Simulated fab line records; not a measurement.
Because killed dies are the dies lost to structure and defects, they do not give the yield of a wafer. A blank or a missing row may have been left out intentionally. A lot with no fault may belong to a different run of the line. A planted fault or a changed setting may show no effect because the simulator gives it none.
fab line records    flow sky130
record: lots: 11  wafers: 33  last_day: 50
route steps=708 shown RES_XHIGH@340 LI_CONTACT@376 LOCAL_INTERCONNECT@389 PAD_OPEN@708
lots that met no fault: from a run of the same line without faults
start_h: hours from the record's first day to the start of the lot's first wafer shown    wait_h: hours from the lot's prior step to this one    " unchanged from the row above    L1.1+2: a single row standing in for several wafers    - value missing, or start not given    * or withheld: withheld    < > ~ a bound
route shown NAME@n: a module of which the file shows steps, and the number in the route of the first    usual: average and standard deviation across the fault-free wafers    same: alike in all rows    chamber/n: place in a boat    sites: per-site readings    _std_site: the values' standard deviation    _edge_site: the outer-site mean with the inner-site mean subtracted    radius_mm: how far each site lies from the wafer's centre    mask NAME#n: copy n    behind: the last tool/chamber to shape the wafer    hold: reason for holding the lot/hours on hold/outcome of the hold    device: the n, p or np transistor that did not switch    end of line: the route-end tests of the same wafers    a step with no rows: only its recipe    killed: at the first sort, the dies lost to defects and structure; wafer yield is something else    map: the dies of a wafer, with x for killed, . for not killed, _ for no die there
set.NAME: the setting that was run; set.NAME@STEP: the one run at that earlier step    model.NAME: the simulator's own value behind a step, which no gauge read
a sample of lots followed through the steps of the route, with each step as a table and each wafer as a row
services: when a tool's chamber went out of use (start_h, in hours from the record's first day, below 0 if earlier), for how many hours, and the reason
== steps ==
step: SKY_RES_XHIGH_STRIP_08
recipe: chemistry: O2/N2  power_w: 1400  pressure_mtorr: 1500  platen_temp_c: withheld  o2_flow_sccm: 3000  n2_flow_sccm: 300  overash_fraction: 0.5
usual: drypump_motor_current_A: 6.1/0.34  oes_product_au: 0.711/0.0047  strip_time_to_endpoint_s: 14.30/0.044
lot.wafer  tool             chamber  start_h  wait_h  drypump_motor_current_A  oes_product_au  rf_hours_counter_h  strip_time_to_endpoint_s
L957.1     plasma_asher-03  1        630.95   0.1     6.4                      0.702           20                  14.28
L957.5     "                0        "        "       5.9                      0.713           -                   14.30
L957.6     "                1        "        "       6.4                      0.708           -                   14.28
L959.2     plasma_asher-03  0        641.71   0.1     5.9                      0.708           21                  14.25
L959.3     "                1        "        "       6.4                      0.710           -                   14.24
L959.5     "                1        "        "       6.4                      0.717           -                   14.25
L960.2     plasma_asher-03  0        668.57   0.1     6.0                      0.709           24                  14.36
L960.3     "                0        "        "       5.9                      0.708           -                   14.34
L960.5     "                1        "        "       6.4                      0.716           -                   14.34
L961.2     plasma_asher-03  1        675.77   0.1     6.4                      0.715           24                  14.25
L961.3     "                1        "        "       6.4                      0.714           -                   14.34
L961.6     "                1        "        "       6.4                      0.717           -                   14.30
L962.1     plasma_asher-03  0        682.26   0.1     5.9                      0.702           25                  14.23
L962.5     "                1        "        "       6.4                      0.710           -                   14.23
L962.6     "                0        "        "       5.9                      0.716           -                   14.19
L963.2     plasma_asher-03  0        690.11   0.1     5.9                      0.707           26                  14.35
L963.3     "                1        "        "       6.4                      0.702           -                   14.36
L963.5     "                1        "        "       6.4                      0.711           -                   14.37
L970.1     plasma_asher-04  0        742.96   0.1     5.6                      0.718           61                  14.31
L970.3     "                1        "        "       6.0                      0.710           -                   14.30
L970.6     "                0        "        "       5.6                      0.721           -                   14.32
L971.2     plasma_asher-03  0        750.76   0.1     5.9                      0.715           32                  14.30
L971.4     "                1        "        "       6.4                      0.707           -                   14.26
L971.5     "                0        "        "       5.9                      0.702           -                   14.29
L974.1     plasma_asher-03  0        777.11   0.1     5.9                      0.724           34                  14.32
L974.2     "                1        "        "       6.4                      0.707           34                  14.31
L974.5     "                1        "        "       6.4                      0.707           -                   14.31
L975.4     plasma_asher-02  1        783.64   0.1     6.5                      0.709           -                   14.30
L975.5     "                1        "        "       6.4                      0.712           -                   14.36
L975.6     "                0        "        "       6.6                      0.713           -                   14.31
L977.2     plasma_asher-04  1        790.06   0.1     6.0                      0.715           65                  14.30
L977.3     "                1        "        "       6.0                      0.704           -                   14.35
L977.6     "                0        "        "       5.6                      0.709           -                   14.36
step: SKY_LI_CONTACT_ETCH_14
recipe: chemistry: N2/H2  target: BARC  ion_energy_ev: 200  source_w: 500  bias_w: 100  pressure_mtorr: 30  n2_flow_sccm: 100  h2_flow_sccm: 200  stop_on: SiO2  time_s: 45.9  target_depth_a: 600
usual: bias_w: 100.00/0.28  chamber_pressure_mTorr: 30.001/0.024  drypump_motor_current_A: 6.0/0.45  h2_flow_sccm: 200.1/0.58  oes_product_au: 0.855/0.0046  throttle_valve_pct: 13.225/0.0084
lot.wafer  tool         chamber  start_h  wait_h  bias_w  chamber_pressure_mTorr  drypump_motor_current_A  h2_flow_sccm  oes_product_au  rf_hours_counter_h  throttle_valve_pct
L957.1     rie_diel-04  0        689.19   0.0     100.24  29.980                  5.6                      199.6         0.859           3                   13.224
L957.5     "            0        "        "       100.09  29.997                  5.6                      200.9         0.856           -                   13.227
L957.6     "            1        "        "       100.08  30.023                  6.1                      199.0         0.853           -                   13.215
L959.2     rie_diel-04  2        700.32   0.0     99.88   29.995                  6.7                      199.8         0.859           2                   13.234
L959.3     "            0        "        "       99.50   30.017                  5.6                      199.4         0.861           3                   13.221
L959.5     "            1        "        "       99.71   29.985                  6.1                      199.8         0.854           -                   13.224
L960.2     rie_diel-04  1        726.21   0.0     100.36  29.965                  6.1                      199.1         0.858           16                  13.220
L960.3     "            3        "        "       99.86   29.982                  6.2                      200.4         0.862           17                  13.216
L960.5     "            1        "        "       100.04  30.013                  6.1                      199.9         0.847           -                   13.211
L961.2     rie_diel-04  3        732.37   0.0     100.02  29.963                  6.2                      200.6         0.852           17                  13.225
L961.3     "            1        "        "       100.34  29.967                  6.1                      199.8         0.850           16                  13.210
L961.6     "            2        "        "       99.62   30.017                  6.7                      200.6         0.850           -                   13.227
L962.1     rie_diel-04  3        738.76   0.0     99.57   30.027                  6.2                      200.8         0.857           18                  13.235
L962.5     "            3        "        "       99.94   30.036                  6.2                      200.0         0.849           -                   13.244
L962.6     "            2        "        "       100.25  29.998                  6.7                      199.6         0.858           -                   13.219
L963.2     rie_diel-04  0        746.21   0.0     99.72   29.978                  5.7                      200.4         0.862           4                   13.217
L963.3     "            3        "        "       99.80   30.006                  6.2                      200.1         0.857           18                  13.221
L963.5     "            3        "        "       100.12  29.986                  6.3                      200.5         0.854           -                   13.223
L970.1     rie_diel-02  3        798.50   0.0     99.44   29.978                  5.7                      200.5         0.850           24                  13.234
L970.3     "            2        "        "       99.70   30.026                  5.4                      200.4         0.854           19                  13.214
L970.6     "            2        "        "       100.01  30.010                  5.4                      200.3         0.849           -                   13.224
L971.2     rie_diel-04  1        805.57   0.0     100.42  30.033                  6.1                      199.3         0.855           17                  13.228
L971.4     "            0        "        "       100.05  29.999                  5.6                      201.0         0.853           6                   13.222
L971.5     "            0        "        "       100.04  29.996                  5.7                      199.6         0.857           -                   13.230
L974.1     rie_diel-04  1        831.89   0.0     99.55   30.014                  6.1                      200.4         0.854           18                  13.231
L974.2     "            2        "        "       99.89   29.963                  6.7                      199.8         0.863           5                   13.238
L974.5     "            2        "        "       99.65   29.967                  6.7                      200.6         0.857           -                   13.237
L975.4     rie_diel-04  0        836.43   0.0     100.04  30.009                  5.6                      199.1         0.850           7                   13.222
L975.5     "            2        "        "       100.04  30.007                  6.7                      201.4         0.855           -                   13.210
L975.6     "            1        "        "       100.01  30.021                  6.1                      199.8         0.864           -                   13.228
L977.2     rie_diel-04  0        843.59   0.0     100.08  30.040                  5.6                      200.0         0.858           7                   13.213
L977.3     "            1        "        "       99.92   30.002                  6.1                      200.1         0.860           18                  13.236
L977.6     "            0        "        "       100.39  29.971                  5.6                      200.3         0.852           -                   13.239
step: SKY_LI_CONTACT_ETCH_15
recipe: target: PSG  chemistry: C4F8/O2/Ar  stop_on: Si  taper_deg: 4.15  mask_material: KrF-thick  source_w: 1500  bias_w: 1200  pressure_mtorr: 40  c4f8_flow_sccm: withheld  O2_flow_sccm: 6  Ar_flow_sccm: 300  time_s: withheld  target_depth_a: 6000
usual: bias_w: 1200/3.6  chamber_pressure_mTorr: 40.00/0.035  oes_product_au: 0.837/0.0047
lot.wafer  tool         chamber  start_h  wait_h  bias_w  chamber_pressure_mTorr  oes_product_au
L957.1     rie_diel-04  0        689.23   0.0     1204    40.05                   0.835
L957.5     "            0        "        "       1199    39.97                   0.840
L957.6     "            1        "        "       1201    39.89                   0.845
L959.2     rie_diel-04  2        700.37   0.0     1205    39.94                   0.841
L959.3     "            0        "        "       1189    40.01                   0.827
L959.5     "            1        "        "       1194    40.02                   0.832
L960.2     rie_diel-04  1        726.25   0.0     1196    40.04                   0.841
L960.3     "            3        "        "       1203    39.99                   0.833
L960.5     "            1        "        "       1195    39.97                   0.838
L961.2     rie_diel-04  3        732.42   0.0     1201    39.99                   0.833
L961.3     "            1        "        "       1191    40.03                   0.841
L961.6     "            2        "        "       1205    39.98                   0.833
L962.1     rie_diel-04  3        738.80   0.0     -       -                       -
L962.5     "            3        "        "       -       -                       -
L962.6     "            2        "        "       -       -                       -
L963.2     rie_diel-04  0        746.25   0.0     -       -                       -
L963.3     "            3        "        "       -       -                       -
L963.5     "            3        "        "       -       -                       -
L970.1     rie_diel-02  3        798.54   0.0     1198    40.00                   0.835
L970.3     "            2        "        "       1197    39.99                   0.832
L970.6     "            2        "        "       1196    39.99                   0.849
L971.2     rie_diel-04  1        805.61   0.0     1201    40.01                   0.835
L971.4     "            0        "        "       1201    39.97                   0.837
L971.5     "            0        "        "       1204    39.95                   0.837
L974.1     rie_diel-04  1        831.93   0.0     1205    40.05                   0.834
L974.2     "            2        "        "       1201    40.00                   0.840
L974.5     "            2        "        "       1198    40.01                   0.835
L975.4     rie_diel-04  0        836.47   0.0     1195    40.02                   0.837
L975.5     "            2        "        "       1203    39.97                   0.845
L975.6     "            1        "        "       1199    39.98                   0.835
L977.2     rie_diel-04  0        843.63   0.0     1196    39.96                   0.837
L977.3     "            1        "        "       1194    40.03                   0.833
L977.6     "            0        "        "       1197    39.96                   0.842
step: SKY_LI_CONTACT_STRIP_16
recipe: chemistry: O2/N2  power_w: 1400  pressure_mtorr: 1500  platen_temp_c: withheld  o2_flow_sccm: 3000  n2_flow_sccm: 300  overash_fraction: 0.5
usual: drypump_motor_current_A: 6.2/0.41  oes_product_au: 0.376/0.0045  strip_time_to_endpoint_s: 3.517/0.024
lot.wafer  tool             chamber  start_h  wait_h  drypump_motor_current_A  oes_product_au  rf_hours_counter_h  strip_time_to_endpoint_s
L957.1     plasma_asher-01  1        689.32   -       6.6                      0.386           87                  3.488
L957.5     "                0        "        "       5.4                      0.379           -                   3.475
L957.6     "                1        "        "       6.6                      0.367           -                   3.508
L959.2     plasma_asher-01  0        700.45   -       5.4                      0.379           88                  3.549
L959.3     "                1        "        "       6.5                      0.377           -                   3.530
L959.5     "                1        "        "       6.6                      0.381           -                   3.555
L960.2     plasma_asher-01  1        726.34   -       6.6                      0.375           91                  3.514
L960.3     "                0        "        "       5.4                      0.374           -                   3.544
L960.5     "                0        "        "       5.4                      0.383           -                   3.524
L961.2     plasma_asher-02  1        732.50   -       6.4                      0.377           106                 3.540
L961.3     "                1        "        "       6.4                      0.378           -                   3.520
L961.6     "                0        "        "       6.6                      0.379           -                   3.523
L962.1     plasma_asher-01  0        738.89   -       5.4                      0.446           92                  5.208
L962.5     "                1        "        "       6.5                      0.444           -                   5.195
L962.6     "                0        "        "       5.4                      0.437           -                   5.201
L963.2     plasma_asher-02  1        746.34   -       6.4                      0.444           0                   5.209
L963.3     "                0        "        "       6.6                      0.446           -                   5.239
L963.5     "                0        "        "       6.7                      0.445           -                   5.211
L970.1     plasma_asher-03  1        798.62   -       6.3                      0.381           37                  3.516
L970.3     "                0        "        "       5.9                      0.377           -                   3.528
L970.6     "                1        "        "       6.4                      0.376           -                   3.512
L971.2     plasma_asher-02  0        805.70   -       6.6                      0.379           6                   3.475
L971.4     "                1        "        "       6.5                      0.372           -                   3.485
L971.5     "                1        "        "       6.5                      0.373           -                   3.478
L974.1     plasma_asher-03  0        832.02   -       5.9                      0.379           40                  3.510
L974.2     "                1        "        "       6.4                      0.376           40                  3.507
L974.5     "                0        "        "       5.9                      0.373           -                   3.483
L975.4     plasma_asher-01  1        836.59   -       6.6                      0.374           -                   3.499
L975.5     "                0        "        "       5.4                      0.373           -                   3.508
L975.6     "                1        "        "       6.6                      0.374           -                   3.542
L977.2     plasma_asher-03  0        843.72   -       5.9                      0.374           41                  3.479
L977.3     "                1        "        "       6.4                      0.379           -                   3.471
L977.6     "                1        "        "       6.4                      0.380           -                   3.471
step: SKY_LOCAL_INTERCONNECT_THK_MEAS_02
recipe: thk_meas_gauge: xrf  reads: TiN_of_LOCAL_INTERCONNECT_SPUTTER_00
usual: LOCAL_INTERCONNECT_TIN_THK: 99.5/0.91
lot.wafer  tool           chamber  start_h  wait_h  LOCAL_INTERCONNECT_TIN_THK[nm]
L957.1     film_metro-02  -        690.55   0.1     100.2
L957.5     "              -        "        "       101.0
L957.6     "              -        "        "       100.7
L959.2     film_metro-01  -        701.68   0.1     99.2
L959.3     "              -        "        "       99.3
L959.5     "              -        "        "       99.8
L960.2     film_metro-04  -        727.57   0.1     100.2
L960.3     "              -        "        "       101.1
L960.5     "              -        "        "       100.9
L961.2     film_metro-01  -        733.73   0.1     99.9
L961.3     "              -        "        "       99.6
L961.6     "              -        "        "       99.0
L970.1     film_metro-02  -        799.84   0.1     99.4
L970.3     "              -        "        "       99.4
L970.6     "              -        "        "       99.0
L971.2     film_metro-01  -        806.98   0.1     99.5
L971.4     "              -        "        "       99.3
L971.5     "              -        "        "       99.0
L974.1     film_metro-01  -        833.25   0.1     100.2
L974.2     "              -        "        "       100.8
L974.5     "              -        "        "       100.4
L975.4     film_metro-01  -        837.85   0.1     100.7
L975.5     "              -        "        "       100.4
L975.6     "              -        "        "       101.2
L977.2     film_metro-01  -        844.95   0.1     98.5
L977.3     "              -        "        "       98.0
L977.6     "              -        "        "       98.8
step: SKY_PAD_OPEN_PROBE_99
usual: killed_at_M0_to_M3: 42/6.9  killed_at_M4_up: 3.2/1.7  killed_at_contacts: 23/5.5  killed_at_front_end: 16/4  killed_at_other: 0.4/0.55  killed_dies: 85/9.2  killed_on_rim: 16/3.5  killed_open: 46/6.8  killed_short: 38/6.2
same: gross_dies: 492  killed_at_back_side: 0
lot.wafer  tool       chamber  start_h  wait_h  killed_at_M0_to_M3  killed_at_M4_up  killed_at_contacts  killed_at_front_end  killed_at_other  killed_dies  killed_on_rim  killed_open  killed_short
L963.2     prober-01  -        1129.22  0.1     50                  1                430                 11                   0                492          96             48           34
L963.3     prober-01  -        1129.27  0.2     37                  4                432                 19                   0                492          96             38           44
L963.5     prober-01  -        1129.37  0.2     32                  1                442                 16                   1                492          96             43           21
L962.1     prober-02  -        1143.41  0.1     50                  1                422                 19                   0                492          96             44           40
L962.5     prober-02  -        1143.61  0.2     44                  2                430                 16                   0                492          96             43           32
L962.6     prober-02  -        1143.66  0.2     53                  1                412                 26                   0                492          96             53           42
L970.1     prober-01  -        1163.31  0.1     36                  5                17                  21                   0                79           12             40           39
L970.3     prober-01  -        1163.41  0.2     31                  5                20                  15                   0                71           14             41           30
L970.6     prober-01  -        1163.56  0.2     34                  6                22                  22                   1                85           18             42           43
killed by level:class
L963.2 LI_CONTACT:area_etch=410 VIA2:geometric_particle:open=12 VIA1:geometric_particle:open=10 CONTACT:geometric_particle:open=8 METAL1:geometric_particle:short=7 VIA2:geometric_particle:short=6 CONTACT:geometric_particle:short=5 VIA3:geometric_particle:open=4
L963.3 LI_CONTACT:area_etch=410 VIA2:geometric_particle:open=8 POLY_GATE:geometric_particle:short=6 CONTACT:geometric_particle:open=6 POLY_GATE:geometric_particle:open=5 CONTACT:geometric_particle:short=5 VIA1:geometric_particle:open=5 LOCAL_INTERCONNECT:geometric_particle:short=4
L963.5 LI_CONTACT:area_etch=428 VIA1:geometric_particle:open=9 VIA3:geometric_particle:open=8 LI_CONTACT:geometric_particle:open=7 CONTACT:geometric_particle:open=5 VIA2:geometric_particle:open=5 FIELD_ISO:geometric_particle:short=3 POLY_GATE:geometric_particle:short=3
L962.1 LI_CONTACT:area_etch=406 VIA1:geometric_particle:open=15 LI_CONTACT:geometric_particle:open=8 METAL1:geometric_particle:short=8 FIELD_ISO:geometric_particle:open=5 VIA2:geometric_particle:open=5 FIELD_ISO:geometric_particle:short=4 SPACER:geometric_particle:short=4
L962.5 LI_CONTACT:area_etch=416 VIA1:geometric_particle:open=12 FIELD_ISO:geometric_particle:open=6 CONTACT:geometric_particle:open=5 VIA3:geometric_particle:open=5 METAL2:geometric_particle:short=5 METAL1:geometric_particle:short=4 VIA2:geometric_particle:open=4
L962.6 LI_CONTACT:area_etch=396 VIA1:geometric_particle:open=12 VIA2:geometric_particle:open=11 METAL2:geometric_particle:short=9 VIA1:geometric_particle:short=7 FIELD_ISO:geometric_particle:short=6 LI_CONTACT:geometric_particle:open=6 FIELD_ISO:geometric_particle:open=5
L970.1 METAL2:geometric_particle:short=8 FIELD_ISO:geometric_particle:short=7 VIA3:geometric_particle:open=7 VIA2:geometric_particle:open=7 VIA1:geometric_particle:open=7 CONTACT:geometric_particle:open=6 CONTACT:geometric_particle:short=5 POLY_GATE:geometric_particle:open=4
L970.3 LI_CONTACT:geometric_particle:open=8 VIA2:geometric_particle:open=6 VIA3:geometric_particle:short=6 FIELD_ISO:geometric_particle:open=5 POLY_GATE:geometric_particle:open=5 CONTACT:geometric_particle:open=5 VIA3:geometric_particle:open=5 LOCAL_INTERCONNECT:geometric_particle:short=4
L970.6 FIELD_ISO:geometric_particle:open=8 CONTACT:geometric_particle:open=6 METAL2:geometric_particle:short=6 FIELD_ISO:geometric_particle:short=5 LI_CONTACT:geometric_particle:open=5 CONTACT:geometric_particle:short=5 POLY_GATE:geometric_particle:open=4 METAL1:geometric_particle:short=4
== services ==
tool             chamber  start_h  hours  kind
plasma_asher-03  -        610.92   1.2    repair
plasma_asher-01  -        682.91   0.3    repair
rie_diel-02      -        701.76   0.9    repair
plasma_asher-02  -        733.75   9.0    pm
plasma_asher-02  0        733.75   9.0    vent_cycle
plasma_asher-02  1        733.75   9.0    vent_cycle
rie_diel-04      1        735.20   20.2   repair
plasma_asher-02  0        742.75   -      clean
plasma_asher-02  1        742.75   -      clean
plasma_asher-02  -        745.38   0.4    repair
rie_diel-04      2        786.42   12.8   repair
rie_diel-02      3        806.79   18.7   repair
plasma_asher-02  -        807.22   0.5    repair
rie_diel-02      -        812.75   14.6   pm
plasma_asher-03  -        819.56   1.3    repair
rie_diel-04      2        828.72   3.1    repair
== key ==
first_sign: step: SKY_LI_CONTACT_ETCH_15  reading: tool_record  direction: missing
effect: step: SKY_LI_CONTACT_STRIP_16  reading: strip_time_to_endpoint_s  direction: up  sigmas: 70  usual: *  struck: *
effect: step: SKY_PAD_OPEN_PROBE_99  reading: killed_at_contacts  direction: up  sigmas: 74  usual: 23  struck: 428
more_kills_born_at: SKY_LI_CONTACT_ETCH_15@rie_diel-04: 2466
met_at SKY_LI_CONTACT_ETCH_15
struck_lots L962,L963
later_rows_left_out L962.1,L962.5,L962.6,L963.2,L963.3,L963.5
tester_left_out L962,L963
not_acting_at SKY_RES_XHIGH_STRIP_08,SKY_LI_CONTACT_ETCH_14,SKY_LOCAL_INTERCONNECT_THK_MEAS_02
onset_between 732.42 738.80
fault: kind: skipped_step_whole  tool: rie_diel-04  chamber: -  onset_h: 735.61  steps: SKY_LI_CONTACT_ETCH_15  scope: struck_lots_only
tester_left_out: of these lots the tester's yield and bins aren't shown, on N5 and GAA mostly nor the transistor test; their killed dies are dies lost to structure and defects alone, not to doping, threshold or leakage, so they don't give the yield
later_rows_left_out: the simulator's readings of these wafers behind a module that went badly wrong aren't trusted and aren't shown, but for the sort
